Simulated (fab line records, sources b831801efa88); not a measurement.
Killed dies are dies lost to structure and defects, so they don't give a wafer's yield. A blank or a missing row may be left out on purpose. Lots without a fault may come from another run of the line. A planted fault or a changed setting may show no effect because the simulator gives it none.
A struck lot beside a sound one | flow gf180mcu | 14 steps out of a route of 602
Sound: wafers L489.1, L489.4, L489.5. Struck: wafers L503.2, L503.3, L503.4. The cause comes at the end.
At each step with rows: each side's tool, then ch and its chambers, then its first start. Under that, the readings that differ: sound wafers | struck wafers | difference of the means | sigmas: that difference in standard deviations of wafers without a fault.
alike: readings whose means differ by less than 2 such deviations, and words and numbers that are the same on both sides. not compared: withheld readings, readings that some wafer has no value for, bounds like >300 that may hide the same value, and numbers for which the record gives no deviation and whose values overlap.
The two part at a step that has a row with sigmas, a row that says differs or no value, or rows on one side only. Numbers that don't overlap but have no deviation are shown without sigmas and don't part them. A reading that every wafer of one side lacks parts them only if that side has two wafers or more.

first, 1 step without rows for these wafers: GF_V4_CVD_00 (deposits SiO2, target thk 600 nm, time 100 s).
GF_V4_THK_MEAS_01:
  sound on film_metro-02, day 24 11:47; struck on film_metro-04, day 28 15:34
  alike: V4_CVD_00_THK
GF_V4_CVD_02: deposits SiO2 from TEOS, target thk 850 nm, time 94.851 s.
  sound on pecvd-03 ch 1,2, day 24 11:51; struck on pecvd-03 ch 1,2, day 28 15:37
  alike: heater_power_outer_w, heater_power_w
  not compared: since_wet_clean_h
GF_V4_THK_MEAS_03:
  sound on film_metro-03, day 24 11:55; struck on film_metro-03, day 28 15:42
  alike: V4_CVD_02_THK
GF_V4_CMP_04: polishes SiO2.
  sound on cmp-01 ch 0,1,3, day 24 12:02; struck on cmp-02 ch 0,2,3, day 28 15:45
  alike: head_pressure_psi, motor_current_A, platen_rpm, slurry_flow_ml_min, time_to_endpoint_s
GF_V4_BOW_MEAS_05:
  sound on film_metro-04, day 24 12:17; struck on film_metro-02, day 28 16:04
  alike: V4_BOW
then, 6 steps without rows for these wafers: GF_V4_DEHYDRATE_06 (time 60 s); GF_V4_HMDS_07 (prime time 60 s); GF_V4_COAT_08; GF_V4_COAT_09 (resist thk 1000 nm); GF_V4_SOFTBAKE_10 (time 60 s); GF_V4_EXPOSE_11 (exposes mask Via4, target cd 260 nm).
GF_V4_PEB_12: peb time 90 s.
  sound on litho_track-04 ch 0, day 25 09:33; struck on litho_track-01, day 29 11:19
  no value came back on the struck wafers for chill_plate_temp_C (C), exhaust_pa (Pa), heater_power_total_W (W), plate_temp_C (C); on the sound wafers chill_plate_temp_C (C) reads 23.13 22.97 23.04
then, 1 step without rows for these wafers: GF_V4_DEVELOP_13 (develop time 60 s).

WHERE THEY PART
Only at GF_V4_PEB_12, within this record.

WHY: what the simulator had put in
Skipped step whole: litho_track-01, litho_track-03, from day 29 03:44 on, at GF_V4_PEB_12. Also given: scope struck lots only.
